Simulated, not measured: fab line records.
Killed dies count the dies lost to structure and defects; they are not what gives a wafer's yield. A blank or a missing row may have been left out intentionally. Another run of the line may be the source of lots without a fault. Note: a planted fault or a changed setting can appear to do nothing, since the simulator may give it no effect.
fab line records    flow sfq_line
record: lots: 6  wafers: 18  last_day: 93
route steps=325 shown M1@62 I1@73
lots that met no fault: from a run of the same line without faults
start_h: hours from the record's first day to the start of the lot's first wafer shown    wait_h: hours since the lot's step before    " repeats the value in the row above    L1.1+2: a single row standing in for several wafers    - value missing, or start not given    * or withheld: withheld    < > ~ a bound
route shown NAME@n: names a module that has steps shown in the file, with the first one's number in the route    usual: the fault-free wafers' mean and standard deviation    same: alike in all rows    chamber/n: place in a boat    sites: readings site by site    _std_site: standard deviation across them    _edge_site: the outer-site mean with the inner-site mean subtracted    radius_mm: how far each site lies from the wafer's centre    mask NAME#n: copy n    behind: the last tool/chamber to shape the wafer    hold: what put the lot on hold/how long, in hours/how the hold closed    device: the transistor (n, p or np) that didn't switch    end of line: tests of these same wafers at the route's end    for a step that has no rows: nothing shown but its recipe    killed: the dies lost at the first sort to structure and to defects; this is not the yield of the wafer    map: a wafer's dies, x killed, . not, _ none there
set.NAME: the run value of the setting; set.NAME@STEP: its run value at that earlier step    model.NAME: the simulator's own value behind a step, which no gauge read
lots seen at some steps along the route; tables by step, rows by wafer
services: from which hour (start_h, from the record's first day; less than 0 if before it) a tool's chamber was out of use, for how many hours, and why
== steps ==
step: SFQ_TRILAYER_M1_LITHO_COAT_044
recipe: resist: BARC  spin_rpm: 3000  resist_thk_nm: 61.27
step: SFQ_TRILAYER_M1_LITHO_COAT_039
recipe: resist: KrF  spin_rpm: 3000  resist_thk_nm: 600
step: SFQ_TRILAYER_M1_LITHO_SOFTBAKE_043
recipe: temp_c: withheld  time_s: withheld  resist: KrF
step: SFQ_TRILAYER_M1_LITHO_EXPOSE_040
recipe: mask_id: M1  na: 0.6  source_shape: conventional  sigma_outer: 0.65  target_cd_nm: 500  dose_mj: 14.4
step: SFQ_TRILAYER_M1_LITHO_PEB_042
recipe: peb_temp_c: 115  peb_time_s: 60  resist: KrF
step: SFQ_TRILAYER_M1_LITHO_DEVELOP_041
recipe: time_s: 60  resist: KrF
step: SFQ_M1_OVL_MEAS_911
usual: M1_OVL: 1/5
lot.wafer  tool        chamber  start_h  wait_h  M1_OVL[nm]
L677.1     overlay-01  -        633.21   0.1     0
L677.2     "           -        "        "       -1
L677.5     "           -        "        "       4
L683.2     overlay-02  -        688.09   0.1     3
L683.3     "           -        "        "       -1
L683.5     "           -        "        "       2
L684.3     overlay-01  -        700.22   0.1     5
L684.5     "           -        "        "       3
L684.6     "           -        "        "       1
L685.1     overlay-02  -        702.61   0.1     -1
L685.2     "           -        "        "       7
L685.3     "           -        "        "       -5
L686.2     overlay-01  -        703.81   0.1     -6
L686.3     "           -        "        "       1
L686.6     "           -        "        "       -2
L687.3     overlay-01  -        729.15   0.1     3
L687.5     "           -        "        "       5
L687.6     "           -        "        "       2
step: SFQ_TRILAYER_M1_BARC_OPEN_METAL_ETCH_054
recipe: mask_material: PR  chemistry: O2  target_depth_nm: 125  target: BARC  icp_w: 600  bias_w: 80  pressure_mtorr: 10  time_s: 41.7
usual: drypump_motor_current_A: 5.9/0.32  oes_product_au: 0.682/0.0045
lot.wafer  tool          chamber  start_h  wait_h  drypump_motor_current_A  oes_product_au  rf_hours_counter_h
L677.1     rie_metal-02  1        633.24   0.0     6.0                      0.671           143
L677.2     "             0        "        "       5.5                      0.682           26
L677.5     "             1        "        "       6.0                      0.682           -
L683.2     rie_metal-04  0        688.12   0.0     5.7                      0.682           63
L683.3     "             0        "        "       5.7                      0.682           -
L683.5     "             1        "        "       6.4                      0.679           -
L684.3     rie_metal-01  0        700.26   0.0     5.6                      0.681           -
L684.5     "             0        "        "       5.6                      0.685           -
L684.6     "             1        "        "       5.8                      0.683           -
L685.1     rie_metal-04  1        702.64   0.0     6.4                      0.680           31
L685.2     "             0        "        "       5.7                      0.675           65
L685.3     "             0        "        "       5.7                      0.687           -
L686.2     rie_metal-01  1        703.84   0.0     5.9                      0.681           48
L686.3     "             0        "        "       5.6                      0.681           -
L686.6     "             1        "        "       5.9                      0.674           -
L687.3     rie_metal-01  0        729.19   0.0     5.6                      0.688           -
L687.5     "             1        "        "       5.9                      0.688           -
L687.6     "             0        "        "       5.6                      0.683           -
step: SFQ_TRILAYER_M1_ETCH_METAL_ETCH_042
recipe: target: Nb  stop_on: SiO2  mask_material: PR  chemistry: Cl2/Ar  target_depth_nm: 240  icp_w: 600  bias_w: 80  pressure_mtorr: 10  time_s: 120
usual: drypump_motor_current_A: 5.9/0.33  oes_product_au: 0.893/0.0065
lot.wafer  tool          chamber  start_h  wait_h  drypump_motor_current_A  oes_product_au  rf_hours_counter_h
L677.1     rie_metal-02  1        633.30   0.0     6.0                      0.886           143
L677.2     "             0        "        "       5.4                      0.889           26
L677.5     "             1        "        "       6.0                      0.898           -
L683.2     rie_metal-04  0        688.18   0.0     5.7                      0.886           63
L683.3     "             0        "        "       5.7                      0.906           -
L683.5     "             1        "        "       6.4                      0.895           -
L684.3     rie_metal-01  0        700.35   0.1     5.7                      0.893           -
L684.5     "             0        "        "       5.7                      0.882           -
L684.6     "             1        "        "       5.9                      0.886           -
L685.1     rie_metal-04  1        702.70   0.0     6.4                      0.887           31
L685.2     "             0        "        "       5.7                      0.890           65
L685.3     "             0        "        "       5.7                      0.888           -
L686.2     rie_metal-01  1        703.90   0.0     5.8                      0.890           48
L686.3     "             0        "        "       5.6                      0.906           -
L686.6     "             1        "        "       5.9                      0.897           -
L687.3     rie_metal-01  0        729.27   0.1     5.6                      0.891           -
L687.5     "             1        "        "       5.9                      0.898           -
L687.6     "             0        "        "       5.7                      0.902           -
step: SFQ_TRILAYER_M1_STRIP_STRIP_043
recipe: gas: O2  power_w: 200  platen_temp_c: 40  overash_fraction: 0.65  chemistry: O2  pressure_mtorr: 50
usual: drypump_motor_current_A: 5.9/0.33  oes_product_au: 0.997/0.0084
lot.wafer  tool          chamber  start_h  wait_h  drypump_motor_current_A  oes_product_au  rf_hours_counter_h
L677.1     rie_metal-02  1        633.43   0.1     6.0                      0.994           143
L677.2     "             0        "        "       5.5                      0.989           26
L677.5     "             1        "        "       6.0                      0.984           -
L683.2     rie_metal-04  0        688.30   0.1     5.7                      0.998           63
L683.3     "             0        "        "       5.7                      0.994           -
L683.5     "             1        "        "       6.4                      0.993           -
L684.3     rie_metal-01  0        700.63   0.2     5.6                      0.995           -
L684.5     "             0        "        "       5.6                      1.015           -
L684.6     "             1        "        "       5.9                      1.000           -
L685.1     rie_metal-04  1        702.83   0.1     6.4                      0.991           31
L685.2     "             0        "        "       5.7                      0.995           65
L685.3     "             0        "        "       5.7                      0.994           -
L686.2     rie_metal-01  1        704.03   0.1     5.9                      1.001           48
L686.3     "             0        "        "       5.6                      1.009           -
L686.6     "             1        "        "       5.9                      0.998           -
L687.3     rie_metal-01  0        729.55   0.2     5.6                      1.018           -
L687.5     "             1        "        "       5.9                      1.010           -
L687.6     "             0        "        "       5.6                      1.012           -
step: SFQ_TRILAYER_M1_STRIP_SOLV_CLEAN_044
recipe: chemistry: NMP  temp_c: 70  time_s: 600
step: SFQ_TRILAYER_I1_DEP_PECVD_045
recipe: material: SiO2  temp_c: 150  time_s: 111.11  pressure_torr: 2.4  rf_w: 183.3  precursor: SiH4/N2O  target_thk_nm: 500
usual: chamber_pressure_Torr: 2.400/0.0053  heater_power_w: 90/20  throttle_valve_pct: 24.2/0.78
lot.wafer  tool      chamber  start_h  wait_h  chamber_pressure_Torr  heater_power_w  throttle_valve_pct
L677.1     pecvd-04  2        634.20   0.0     2.404                  86              24.5
L677.2     "         1        "        "       2.397                  114             22.7
L677.5     "         1        "        "       2.396                  122             22.6
L683.2     pecvd-01  0        689.08   0.0     2.400                  87              24.8
L683.3     "         1        "        "       2.406                  87              25.2
L683.5     "         1        "        "       2.406                  91              25.2
L684.3     pecvd-01  0        701.20   0.0     2.407                  77              24.8
L684.5     "         1        "        "       2.404                  89              25.1
L684.6     "         0        "        "       2.395                  82              24.9
L685.1     pecvd-02  2        703.62   0.0     2.399                  95              24.4
L685.2     "         0        "        "       2.391                  92              24.5
L685.3     "         1        "        "       2.391                  52              24.2
L686.2     pecvd-01  2        704.80   0.0     2.394                  69              24.3
L686.3     "         0        "        "       2.399                  92              24.7
L686.6     "         2        "        "       2.396                  73              24.4
L687.3     pecvd-04  1        730.13   0.0     2.395                  132             23.1
L687.5     "         1        "        "       2.405                  135             22.9
L687.6     "         2        "        "       2.396                  91              24.5
step: SFQ_TRILAYER_I1_CMP_CMP_046
recipe: material: SiO2  down_force_psi: 3  platen_rpm: 60  pad_velocity_m_s: 0.94248
usual: motor_current_A: 10.1/1.1  platen_rpm: 60.01/0.035  slurry_filter_dp_kPa: 13.50/0.14  time_to_endpoint_s: 213/6.9
lot.wafer  tool    chamber  start_h  wait_h  motor_current_A  platen_rpm  slurry_filter_dp_kPa  time_to_endpoint_s
L677.2     cmp-02  2        634.78   0.5     11.2             60.10       13.57                 207
L677.1     "       0        635.78   1.5     8.8              60.03       13.52                 204
L677.5     "       1        "        "       11.2             60.01       13.64                 206
L683.2     cmp-02  3        689.16   0.0     9.4              60.04       13.32                 203
L683.3     "       2        690.66   1.5     11.5             60.05       13.70                 204
L683.5     "       0        691.66   2.5     8.6              59.98       13.62                 219
L684.3     cmp-02  1        702.78   1.5     11.5             66.00       13.55                 186
L684.6     "       2        "        "       11.4             66.01       13.41                 198
L684.5     "       3        "        "       9.6              66.03       13.29                 204
L685.1     cmp-01  2        705.48   1.8     10.6             60.01       13.58                 214
L685.2     "       3        "        "       9.8              60.04       13.41                 213
L685.3     "       1        706.98   3.3     10.0             60.01       13.51                 217
L686.2     cmp-02  1        707.78   2.9     11.7             66.03       13.52                 184
L686.3     "       2        "        "       10.9             66.00       13.40                 193
L686.6     "       0        709.28   4.4     8.5              66.00       13.43                 191
L687.3     cmp-01  3        731.21   1.0     10.3             60.08       13.49                 205
L687.5     "       1        732.21   2.0     9.6              60.00       13.45                 209
L687.6     "       2        "        "       10.5             60.04       13.48                 213
step: SFQ_I1_BOW_MEAS_912
recipe: mode: bow
usual: I1_BOW: 1/8.4
lot.wafer  tool           chamber  start_h  wait_h  I1_BOW[um]
L677.1     film_metro-03  -        637.28   1.0     -9
L677.2     "              -        "        "       -1
L677.5     "              -        "        "       12
L683.2     film_metro-03  -        692.18   2.5     -3
L683.3     "              -        "        "       5
L683.5     "              -        "        "       -10
L684.3     film_metro-03  -        704.32   1.0     20
L684.5     "              -        "        "       15
L684.6     "              -        "        "       11
L685.1     film_metro-03  -        708.48   2.5     -2
L685.2     "              -        "        "       -7
L685.3     "              -        "        "       -14
L686.2     film_metro-03  -        710.30   2.0     2
L686.3     "              -        "        "       3
L686.6     "              -        "        "       -5
L687.3     film_metro-02  -        733.25   1.5     5
L687.5     "              -        "        "       -4
L687.6     "              -        "        "       -14
== services ==
tool          chamber  start_h  hours  kind
cmp-02        -        632.84   0.8    repair
cmp-02        -        658.15   2.6    repair
cmp-02        -        660.71   6.4    pm
pecvd-04      -        666.21   0.8    repair
pecvd-01      -        670.74   6.0    pm
rie_metal-02  1        673.53   -      clean
rie_metal-02  1        673.53   29.5   scheduled_down
rie_metal-02  1        673.53   29.5   vent_cycle
pecvd-02      -        677.37   0.9    repair
cmp-02        -        687.85   1.1    repair
rie_metal-04  -        699.33   0.6    repair
rie_metal-02  -        711.10   28.1   pm
cmp-02        -        719.28   7.9    pm
== key ==
first_sign: step: SFQ_TRILAYER_I1_CMP_CMP_046  reading: platen_rpm  direction: up  sigmas: 99+  usual: 60.01  struck: 66.01
effect: step: SFQ_TRILAYER_I1_CMP_CMP_046  reading: time_to_endpoint_s  direction: down  sigmas: 2.9  usual: *  struck: *
met_at SFQ_TRILAYER_I1_CMP_CMP_046
struck_wafers L684.3,L684.5,L684.6,L686.2,L686.3,L686.6
onset_between 689.16 702.78
fault: kind: process_parameter_drift  tool: cmp-02  chamber: -  onset_h: 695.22  steps: SFQ_TRILAYER_I1_CMP_CMP_046  channel: platen_rpm  offset: 6  shape: step  end_h: 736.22  acts_in: these_recipes_only  stated: 60
